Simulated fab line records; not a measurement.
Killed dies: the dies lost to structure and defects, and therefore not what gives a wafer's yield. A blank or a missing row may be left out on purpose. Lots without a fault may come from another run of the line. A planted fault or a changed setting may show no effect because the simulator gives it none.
Chamber matching | flow gf180mcu | 3 sister chambers for GF_V5_CVD_02 on pecvd-03
The step deposits SiO2 from TEOS, target thk 1450 nm, time 163.28 s. 6 wafers are shown with their chamber, then 7 later ones without.

## WAFERS, EACH WITH ITS CHAMBER
wafer  | chamber | heaterPowerW (W)
L081.1 | 2       | 628
L081.3 | 0       | 702
L081.5 | 0       | 571
L081.6 | 2       | 668
L088.2 | 1       | 814
L088.3 | 1       | 870

## WAFERS WITHOUT THEIR CHAMBER
wafer  | heaterPowerW (W)
L088.5 | 749
L089.2 | 878
L089.3 | 555
L089.4 | 751
L096.1 | 652
L096.2 | 853
L096.4 | 742

## THE CHAMBER EACH PASSED THROUGH
wafer  | from the rows above          | in truth
L088.5 | can't be placed: 1 or 2 or 0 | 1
L089.2 | 1                            | 1
L089.3 | can't be placed: 0 or 2      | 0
L089.4 | can't be placed: 1 or 2 or 0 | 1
L096.1 | can't be placed: 2 or 0      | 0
L096.2 | 1                            | 1
L096.4 | can't be placed: 2 or 1 or 0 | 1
2 of 7 placed correctly. These rows do not allow placing 5 (true chamber among the candidates in 5). 0 placed wrongly.
How it was worked out, from the rows above alone: a wafer's distance from a chamber is the root of the sum, over the readings, of the square of ((its reading less the chamber's mean) divided by the reading's scatter). The wafer belongs to the nearest chamber; if the next one is less than 2 further off, it can't be placed. A chamber's mean is the mean of its shown wafers. The scatter: the root of (the sum of the squares of (reading less its chamber's mean) over the shown wafers, divided by (wafers less chambers)).
